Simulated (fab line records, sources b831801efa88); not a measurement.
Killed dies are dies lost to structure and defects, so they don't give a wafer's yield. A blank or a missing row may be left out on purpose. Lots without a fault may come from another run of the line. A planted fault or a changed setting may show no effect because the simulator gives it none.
fab line records | flow sky130 | part 1 of 2: steps 1 to 43 of 44
record lots=6 wafers=18 last_day=50
route steps=708 shown VIA3@591 METAL4@598 CAP2M@603 PAD_OPEN@708
lots that met no fault: from a run of the same line without faults
start_h: hours from the record's first day to the start of the lot's first wafer shown | wait_h: hours since the lot's step before | " the same as in the row above | L1.1+2: a row that stands for several wafers | - no value, or no start given | * or withheld: withheld | < > ~ a bound
route shown NAME@n: a module of which the file shows steps, and the number in the route of the first | usual: mean/standard deviation of fault-free wafers | same: alike in all rows | chamber/n: place in a boat | sites: the reading at each site | _std_site: their standard deviation | _edge_site: outer sites' mean less inner sites' | radius_mm: how far each site lies from the wafer's centre | mask NAME#n: copy n | behind: the tool/chamber that last shaped the wafer | hold: why the lot was held/for how many hours/how that ended | device: the transistor (n, p or np) that didn't switch | end of line: the same wafers' tests at the end of the route | a step without rows: its recipe alone | killed: dies lost to structure and defects at the first sort, not the wafer's yield | map: a wafer's dies, x killed, . not, _ none there
set.NAME: the setting as run; set.NAME@STEP: as run at that earlier step | model.NAME: the simulator's own value behind a step, which no gauge read
lots at some steps of the route; a table a step, a row a wafer
services: from which hour (start_h, from the record's first day; less than 0 if before it) a tool's chamber was out of use, for how many hours, and why
## steps
# step SKY_VIA3_CLEAN_18
# recipe chemistry=IPA time_s=180 temp_c=25
# step SKY_VIA3_CLEAN_19
# recipe chemistry=O3/DIW dry=n2_spin
# step SKY_VIA3_SPUTTER_20
# recipe material=TiN target_thk_nm=20 chamber_pressure_pa=5 power_w=4000 time_s=80
# step SKY_VIA3_CVD_21
# recipe material=W target_thk_nm=390 time_s=117.31 temp_c=400 pressure_torr=40
# usual heater_power_w=879/120
# columns lot.wafer tool chamber start_h wait_h heater_power_w
L936.1 cvd_w-02 1 977.35 0.0 789
L936.4 " 0 " " 931
L936.6 " 0 " " 934
L940.2 cvd_w-01 1 1013.19 0.0 1055
L940.3 " 0 " " 747
L940.5 " 0 " " 758
L941.1 cvd_w-02 1 1019.98 0.0 777
L941.5 " 1 " " 781
L941.6 " 0 " " 921
L945.3 cvd_w-02 0 1036.49 0.1 921
L945.4 " 1 " " 774
L945.6 " 0 " " 906
L948.1 cvd_w-01 1 1057.09 0.0 1066
L948.2 " 0 " " 750
L948.6 " 1 " " 1051
L952.2 cvd_w-01 0 1077.83 0.0 772
L952.4 " 0 " " 769
L952.5 " 0 " " 750
# step SKY_VIA3_RS_MEAS_22
# recipe thk_meas_gauge=four-point-probe reads=W_of_VIA3_CVD_21+TiN_of_VIA3_SPUTTER_20
# usual VIA3_W_RS=0.289/0.0058
# columns lot.wafer tool chamber start_h wait_h VIA3_W_RS[ohm/sq]
L936.1 film_metro-03 - 977.47 0.1 0.290
L936.4 " - " " 0.293
L936.6 " - " " 0.298
L940.2 film_metro-03 - 1013.33 0.1 0.286
L940.3 " - " " 0.286
L940.5 " - " " 0.286
L941.1 film_metro-02 - 1020.10 0.1 0.288
L941.5 " - " " 0.286
L941.6 " - " " 0.290
L945.3 film_metro-02 - 1036.61 0.1 0.301
L945.4 " - " " 0.288
L945.6 " - " " 0.298
L948.1 film_metro-03 - 1057.21 0.1 0.286
L948.2 " - " " 0.287
L948.6 " - " " 0.284
L952.2 film_metro-03 - 1077.98 0.1 0.283
L952.4 " - " " 0.284
L952.5 " - " " 0.281
# step SKY_VIA3_THK_MEAS_23
# recipe thk_meas_gauge=xrf reads=W_of_VIA3_CVD_21
# usual VIA3_W_THK=406/9.3
# columns lot.wafer tool chamber start_h wait_h VIA3_W_THK[nm]
L936.1 film_metro-03 - 977.59 0.1 405
L936.4 " - " " 399
L936.6 " - " " 395
L940.2 film_metro-03 - 1013.44 0.1 411
L940.3 " - " " 412
L940.5 " - " " 414
L941.1 film_metro-02 - 1020.22 0.1 409
L941.5 " - " " 413
L941.6 " - " " 400
L945.3 film_metro-02 - 1036.71 0.1 386
L945.4 " - " " 408
L945.6 " - " " 391
L948.1 film_metro-03 - 1057.33 0.1 414
L948.2 " - " " 415
L948.6 " - " " 417
L952.2 film_metro-03 - 1078.09 0.1 419
L952.4 " - " " 418
L952.5 " - " " 421
# step SKY_VIA3_CMP_24
# recipe stop_on=SiO2 t_overpolish_s=20 down_force_psi=3.5 platen_rpm=60 target_thk_nm=0 pad_velocity_m_s=0.94248
# step SKY_METAL4_SPUTTER_00
# recipe material=Ti target_thk_nm=15 power_w=3000 time_s=10 chamber_pressure_pa=0.4
# step SKY_METAL4_SPUTTER_01
# recipe material=TiN target_thk_nm=20 power_w=6500 time_s=16.7 chamber_pressure_pa=0.4
# step SKY_METAL4_SPUTTER_02
# recipe material=AlCu target_thk_nm=735 power_w=10600 time_s=39.1 chamber_pressure_pa=0.4
# usual throttle_valve_pct=29.8/0.9
# columns lot.wafer tool chamber start_h wait_h throttle_valve_pct
L936.1 pvd_sputter-01 - 978.00 0.0 28.9
L936.4 " - " " 29.0
L936.6 " - " " 30.7
L940.2 pvd_sputter-04 - 1013.84 0.0 31.0
L940.3 " - " " 30.9
L940.5 " - " " 30.9
L941.1 pvd_sputter-02 - 1020.63 0.0 29.8
L941.5 " - " " 28.8
L941.6 " - " " 28.5
L945.3 pvd_sputter-01 - 1037.10 0.0 31.2
L945.4 " - " " 31.0
L945.6 " - " " 28.6
L948.1 pvd_sputter-04 - 1057.74 0.0 29.8
L948.2 " - " " 31.2
L948.6 " - " " 30.4
L952.2 pvd_sputter-02 - 1078.53 0.0 28.7
L952.4 " - " " 29.0
L952.5 " - " " 29.4
# step SKY_METAL4_SPUTTER_03
# recipe material=Ti target_thk_nm=5 power_w=3000 time_s=3.3 chamber_pressure_pa=0.4
# usual throttle_valve_pct=29.8/0.91
# columns lot.wafer tool chamber start_h wait_h throttle_valve_pct
L936.1 pvd_sputter-01 - 978.04 0.0 28.8
L936.4 " - " " 29.1
L936.6 " - " " 30.8
L940.2 pvd_sputter-04 - 1013.88 0.0 31.1
L940.3 " - " " 31.0
L940.5 " - " " 31.0
L941.1 pvd_sputter-02 - 1020.67 0.0 29.9
L941.5 " - " " 28.7
L941.6 " - " " 28.7
L945.3 pvd_sputter-01 - 1037.14 0.0 30.9
L945.4 " - " " 30.8
L945.6 " - " " 29.1
L948.1 pvd_sputter-04 - 1057.78 0.0 30.1
L948.2 " - " " 31.3
L948.6 " - " " 30.1
L952.2 pvd_sputter-02 - 1078.57 0.0 28.8
L952.4 " - " " 28.8
L952.5 " - " " 29.3
# step SKY_METAL4_SPUTTER_04
# recipe material=TiN target_thk_nm=70 power_w=6500 time_s=58.3 chamber_pressure_pa=0.4
# step SKY_CAP2M_CVD_00
# recipe material=SiO2 target_thk_nm=15.5 temp_c=400 time_s=withheld rf_w=450
# usual heater_power_w=663/110
# columns lot.wafer tool chamber start_h wait_h heater_power_w model.SiO2_of_CAP2M_CVD_00.thk_nm
L936.1 pecvd-01 0 978.11 0.0 500 15.63
L936.4 " 0 " " 525 15.85
L936.6 " 2 " " 766 15.69
L940.2 pecvd-03 0 1013.95 0.0 605 15.17
L940.3 " 1 " " 613 15.32
L940.5 " 2 " " 658 15.64
L941.1 pecvd-02 2 1020.74 0.0 523 15.68
L941.5 " 2 " " 526 16.09
L941.6 " 1 " " 605 15.94
L945.3 pecvd-03 1 1037.21 0.0 606 15.42
L945.4 " 2 " " 704 15.68
L945.6 " 0 " " 715 10.04
L948.1 pecvd-03 0 1057.85 0.0 714 15.11
L948.2 " 1 " " 542 15.04
L948.6 " 1 " " 549 9.859
L952.2 pecvd-01 0 1078.64 0.0 493 15.25
L952.4 " 1 " " 729 15.12
L952.5 " 1 " " 695 15.14
# step SKY_CAP2M_THK_MEAS_01
# recipe reads=SiO2_of_CAP2M_CVD_00
# usual CAP2M_CVD_00_THK=15.51/0.26
# columns lot.wafer tool chamber start_h wait_h CAP2M_CVD_00_THK[nm]
L936.1 film_metro-01 - 978.13 - 15.63
L936.4 " - " " 15.79
L936.6 " - " " 15.67
L940.2 film_metro-03 - 1013.98 - 15.15
L940.3 " - " " 15.38
L940.5 " - " " 15.59
L941.1 film_metro-01 - 1020.76 - 15.72
L941.5 " - " " 16.08
L941.6 " - " " 15.96
L945.3 film_metro-03 - 1037.25 - 15.40
L945.4 " - " " 15.66
L945.6 " - " " 10.06
L948.1 film_metro-01 - 1057.87 - 15.08
L948.2 " - " " 15.02
L948.6 " - " " 9.86
L952.2 film_metro-01 - 1078.68 - 15.24
L952.4 " - " " 15.12
L952.5 " - " " 15.14
# step SKY_CAP2M_SPUTTER_02
# recipe material=TiN target_thk_nm=200 temp_c=300 power_w=6500 time_s=166.7 chamber_pressure_pa=0.4
# step SKY_CAP2M_RS_MEAS_03
# recipe thk_meas_gauge=four-point-probe reads=TiN_of_CAP2M_SPUTTER_02
# usual CAP2M_TIN_RS=6.93/0.096
# columns lot.wafer tool chamber start_h wait_h CAP2M_TIN_RS[ohm/sq]
L936.1 film_metro-03 - 978.30 0.1 6.88
L936.4 " - " " 6.77
L936.6 " - " " 6.85
L940.2 film_metro-01 - 1014.16 0.1 7.05
L940.3 " - " " 6.88
L940.5 " - " " 6.93
L941.1 film_metro-01 - 1020.93 0.1 7.08
L941.5 " - " " 6.95
L941.6 " - " " 7.04
L945.3 film_metro-04 - 1037.44 0.1 6.94
L945.4 " - " " 6.88
L945.6 " - " " 6.88
L948.1 film_metro-03 - 1058.04 0.1 6.83
L948.2 " - " " 7.06
L948.6 " - " " 7.10
L952.2 film_metro-04 - 1078.86 0.1 6.94
L952.4 " - " " 6.98
L952.5 " - " " 6.99
# step SKY_CAP2M_THK_MEAS_04
# recipe thk_meas_gauge=xrf reads=TiN_of_CAP2M_SPUTTER_02
# usual CAP2M_TIN_THK=194.1/2.6
# columns lot.wafer tool chamber start_h wait_h CAP2M_TIN_THK[nm]
L936.1 film_metro-03 - 978.42 0.1 193.6
L936.4 " - " " 196.5
L936.6 " - " " 194.7
L940.2 film_metro-01 - 1014.27 0.1 191.1
L940.3 " - " " 194.6
L940.5 " - " " 193.9
L941.1 film_metro-01 - 1021.05 0.1 190.2
L941.5 " - " " 192.7
L941.6 " - " " 190.9
L945.3 film_metro-04 - 1037.54 0.1 193.3
L945.4 " - " " 195.4
L945.6 " - " " 194.2
L948.1 film_metro-03 - 1058.16 0.1 196.7
L948.2 " - " " 190.1
L948.6 " - " " 189.6
L952.2 film_metro-04 - 1078.97 0.1 193.0
L952.4 " - " " 192.5
L952.5 " - " " 191.4
# step SKY_CAP2M_DEHYDRATE_05
# recipe temp_c=200 time_s=60
# step SKY_CAP2M_HMDS_06
# recipe prime_time_s=60 prime_temp_c=120
# step SKY_CAP2M_COAT_07
# recipe resist=NOVOLAK spin_rpm=3000 resist_thk_nm=1140
# step SKY_CAP2M_SOFTBAKE_08
# recipe temp_c=90 time_s=60 resist=NOVOLAK
# step SKY_CAP2M_EXPOSE_09
# recipe mask_id=CAP2M na=0.6 source_shape=conventional sigma_outer=0.6 polarization=unpolarized target_cd_nm=1000 dose_mj=159
# step SKY_CAP2M_PEB_10
# recipe temp_c=withheld time_s=* resist=NOVOLAK
# step SKY_CAP2M_DEVELOP_11
# recipe resist=NOVOLAK developer=TMAH develop_time_s=60 dev_temp_c=23
# step SKY_CAP2M_OVL_MEAS_12
# usual CAP2M_OVL=0.1/1.3
# columns lot.wafer tool chamber start_h wait_h CAP2M_OVL[nm]
L936.1 overlay-01 - 1001.16 0.1 -0.1
L936.4 " - " " 1.7
L936.6 " - " " 0.8
L940.2 overlay-02 - 1036.12 0.1 -1.0
L940.3 " - " " -0.8
L940.5 " - " " -0.4
L941.1 overlay-02 - 1042.86 0.1 2.0
L941.5 " - " " 0.3
L941.6 " - " " 0.9
L945.3 overlay-02 - 1059.32 0.1 1.0
L945.4 " - " " -1.5
L945.6 " - " " 0.2
L948.1 overlay-01 - 1079.63 0.1 1.0
L948.2 " - " " 2.3
L948.6 " - " " 1.9
L952.2 overlay-02 - 1099.20 0.1 -2.8
L952.4 " - " " -0.2
L952.5 " - " " -0.2
# step SKY_CAP2M_METAL_ETCH_13
# recipe target_depth_nm=220 stop_on=SiO2 chemistry=Cl2/BCl3 target=TiN pressure_mtorr=10 icp_w=900 bias_w=48.5 Cl2_flow_sccm=60 bcl3_flow_sccm=30 time_s=62.9
# usual bias_w=48.52/0.13 drypump_motor_current_A=5.7/0.52 oes_product_au=0.941/0.0082 throttle_valve_pct=21.903/0.0098
# columns lot.wafer tool chamber start_h wait_h bias_w drypump_motor_current_A oes_product_au rf_hours_counter_h throttle_valve_pct
L936.1 rie_metal-03 0 1001.20 0.0 48.42 6.5 0.942 10 21.891
L936.4 " 0 " " 48.49 6.5 0.953 - 21.890
L936.6 " 1 " " 48.49 6.0 0.949 - 21.896
L940.2 rie_metal-03 0 1036.15 0.0 48.68 6.5 0.933 12 21.911
L940.3 " 1 " " 48.75 6.0 0.945 - 21.894
L940.5 " 1 " " 48.47 6.0 0.944 - 21.896
L941.1 rie_metal-03 0 1042.90 0.0 48.35 6.5 0.931 12 21.908
L941.5 " 1 " " 48.40 6.0 0.938 - 21.904
L941.6 " 0 " " 48.80 6.5 0.931 - 21.925
L945.3 rie_metal-01 1 1059.37 0.0 48.59 5.0 0.930 - 21.896
L945.4 " 0 " " 48.40 6.2 0.940 - 21.903
L945.6 " 0 " " 48.59 6.2 0.939 - 21.890
L948.1 rie_metal-03 1 1079.67 0.0 48.65 6.0 0.939 19 21.886
L948.2 " 0 " " 48.73 6.5 0.928 14 21.909
L948.6 " 1 " " 48.57 6.0 0.937 - 21.905
L952.2 rie_metal-01 0 1099.23 0.0 48.67 6.2 0.940 22 21.911
L952.4 " 0 " " 48.49 6.2 0.941 - 21.897
L952.5 " 0 " " 48.59 6.2 0.931 - 21.900
# step SKY_CAP2M_STRIP_14
# recipe chemistry=O2/N2 power_w=1400 pressure_mtorr=1500 platen_temp_c=withheld o2_flow_sccm=3000 n2_flow_sccm=300 overash_fraction=0.5
# step SKY_CAP2M_STRIP_15
# recipe chemistry=post_etch_residue_remover time_s=1200 temp_c=72.5
# step SKY_CAP2M_CLEAN_16
# recipe chemistry=IPA time_s=180 temp_c=25
# step SKY_CAP2M_CLEAN_17
# recipe chemistry=O3/DIW dry=n2_spin
# step SKY_METAL4_DEHYDRATE_05
# recipe temp_c=200 time_s=60
# step SKY_METAL4_HMDS_06
# recipe prime_time_s=60 prime_temp_c=120
# step SKY_METAL4_COAT_07
# recipe resist=BARC temp_c=withheld time_s=withheld spin_rpm=3000 resist_thk_nm=60
# step SKY_METAL4_COAT_08
# recipe resist=KrF-thick spin_rpm=3000 resist_thk_nm=1140
# step SKY_METAL4_SOFTBAKE_09
# recipe temp_c=100 time_s=90 resist=KrF-thick
# step SKY_METAL4_EXPOSE_10
# recipe mask_id=MM4 na=0.68 source_shape=annular sigma_inner=0.4 sigma_outer=0.8 target_cd_nm=300 dose_mj=28
# step SKY_METAL4_PEB_11
# recipe peb_temp_c=withheld peb_time_s=withheld resist=KrF-thick
# step SKY_METAL4_DEVELOP_12
# recipe develop_time_s=60 resist=KrF-thick dev_temp_c=21
# step SKY_METAL4_CD_MEAS_13
# recipe target_cd_nm=300
# usual cd_nm=299.6/1.6
# columns lot.wafer tool chamber start_h wait_h cd_nm
L936.1 cd_sem-02 - 1024.71 - 297.8
L936.4 " - " " 298.9
L936.6 " - " " 300.4
L940.2 cd_sem-01 - 1058.04 - 300.5
L940.3 " - " " 299.3
L940.5 " - " " 299.6
L941.1 cd_sem-02 - 1065.37 - 301.2
L941.5 " - " " 299.8
L941.6 " - " " 301.2
L945.3 cd_sem-02 - 1081.03 - 298.1
L945.4 " - " " 296.5
L945.6 " - " " 298.5
L948.1 cd_sem-01 - 1101.01 - 299.0
L948.2 " - " " 299.5
L948.6 " - " " 299.5
L952.2 cd_sem-02 - 1120.34 - 302.2
L952.4 " - " " 302.9
L952.5 " - " " 300.7
# step SKY_METAL4_OVL_MEAS_14
# usual METAL4_OVL=2/5.8
# columns lot.wafer tool chamber start_h wait_h METAL4_OVL[nm]
L936.1 overlay-01 - 1024.83 0.1 -3
L936.4 " - " " 8
L936.6 " - " " 2
L940.2 overlay-02 - 1058.15 0.1 1
L940.3 " - " " 5
L940.5 " - " " 1
L941.1 overlay-01 - 1065.49 0.1 -3
L941.5 " - " " -6
L941.6 " - " " 2
L945.3 overlay-01 - 1081.12 0.1 -3
L945.4 " - " " 3
L945.6 " - " " -1
L948.1 overlay-02 - 1101.13 0.1 -8
L948.2 " - " " -3
L948.6 " - " " -2
L952.2 overlay-02 - 1120.45 0.1 1
L952.4 " - " " -10
L952.5 " - " " -6
# step SKY_METAL4_DESCUM_15
# recipe chemistry=O2 source_power_w=150 bias_power_w=0 pressure_mtorr=10 temp_c=40 time_s=8
# step SKY_METAL4_ETCH_16
# recipe chemistry=N2/H2 target=BARC ion_energy_ev=200 bias_w=100 pressure_mtorr=30 n2_flow_sccm=100 h2_flow_sccm=200 icp_w=500 stop_on=SiO2 time_s=88.2 target_depth_a=600
# usual bias_w=100.03/0.29 drypump_motor_current_A=5.6/0.41 oes_product_au=0.626/0.0045 throttle_valve_pct=13.205/0.0092
# columns lot.wafer tool chamber start_h wait_h bias_w drypump_motor_current_A oes_product_au rf_hours_counter_h throttle_valve_pct
L936.1 rie_metal-04 1 1024.90 0.0 99.54 5.5 0.634 6 13.199
L936.4 " 0 " " 100.14 5.5 0.628 - 13.217
L936.6 " 0 " " 99.61 5.5 0.625 - 13.201
L940.2 rie_metal-02 1 1058.21 0.0 100.18 5.3 0.623 15 13.204
L940.3 " 1 " " 99.68 5.3 0.631 - 13.188
L940.5 " 1 " " 100.16 5.3 0.629 - 13.201
L941.1 rie_metal-01 1 1065.56 0.0 100.11 5.0 0.624 20 13.207
L941.5 " 0 " " 99.99 6.2 0.631 - 13.195
L941.6 " 1 " " 100.00 5.1 0.639 - 13.207
L945.3 rie_metal-02 1 1081.23 0.1 100.01 5.3 0.625 - 13.225
L945.4 " 0 " " 100.03 5.7 0.625 - 13.220
L945.6 " 1 " " 100.05 5.3 0.617 - 13.199
L948.1 rie_metal-01 1 1101.20 0.0 99.98 5.0 0.625 23 13.190
L948.2 " 0 " " 99.93 6.2 0.624 22 13.208
L948.6 " 1 " " 99.97 5.0 0.628 - 13.214
L952.2 rie_metal-01 0 1120.51 0.0 100.29 6.2 0.626 24 13.223
L952.4 " 1 " " 99.84 5.0 0.621 - 13.197
L952.5 " 0 " " 100.11 6.1 0.629 - 13.180
# step SKY_METAL4_ETCH_17
# recipe target=SiO2 stop_on=TiN chemistry=C4F8/O2/Ar source_w=1500 bias_w=1200 pressure_mtorr=40 c4f8_flow_sccm=withheld O2_flow_sccm=6 Ar_flow_sccm=300 time_s=3.9 target_depth_a=150
# usual bias_w=1200/3.7 oes_product_au=0.755/0.0073
# columns lot.wafer tool chamber start_h wait_h bias_w oes_product_au rf_hours_counter_h model.etch.depth_nm
L936.1 rie_diel-01 1 1025.00 0.1 1197 0.765 6 15.63
L936.4 " 3 " " 1204 0.754 11 15.85
L936.6 " 3 " " 1200 0.764 - 15.69
L940.2 rie_diel-02 3 1058.31 0.1 1199 0.748 15 15.17
L940.3 " 0 " " 1209 0.752 22 15.32
L940.5 " 2 " " 1207 0.759 - 15.64
L941.1 rie_diel-02 0 1065.66 0.1 1199 0.760 22 15.68
L941.5 " 3 " " 1198 0.764 - 16.09
L941.6 " 0 " " 1197 0.766 - 15.94
L945.3 rie_diel-01 2 1081.32 0.0 1200 0.755 7 15.42
L945.4 " 3 " " 1199 0.761 13 15.68
L945.6 " 3 " " 1197 0.612 - 10.04
L948.1 rie_diel-01 1 1101.30 0.1 1200 0.742 8 15.11
L948.2 " 2 " " 1197 0.743 8 15.04
L948.6 " 3 " " 1208 0.621 - 9.859
L952.2 rie_diel-03 2 1120.61 0.1 1198 0.749 8 15.25
L952.4 " 1 " " 1201 0.746 26 15.12
L952.5 " 1 " " 1211 0.746 - 15.14
## key
first_sign step=SKY_CAP2M_THK_MEAS_01 reading=CAP2M_CVD_00_THK direction=down sigmas=21 usual=15.51 struck=9.96
effect step=SKY_METAL4_ETCH_17 reading=oes_product_au direction=down sigmas=19 usual=0.755 struck=0.617
model_effect step=SKY_CAP2M_CVD_00 value=SiO2_of_CAP2M_CVD_00.thk_nm without=15.46 struck=9.95
model_effect step=SKY_METAL4_ETCH_17 value=etch.depth_nm without=15.46 struck=9.95
model_effect step=SKY_PAD_OPEN_PROBE_99 value=etest.tester.sort_n_pass without=412.5 struck=0
met_at SKY_CAP2M_CVD_00
struck_wafers L945.6,L948.6
onset_between 1013.95 1037.21
fault kind=process_parameter_drift tool=pecvd-03 chamber=- onset_h=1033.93 steps=SKY_CAP2M_CVD_00 channel=target_thk_nm offset=-5.4678 shape=step end_h=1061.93 scope=struck_wafers_only acts_in=these_recipes_only stated=15.5
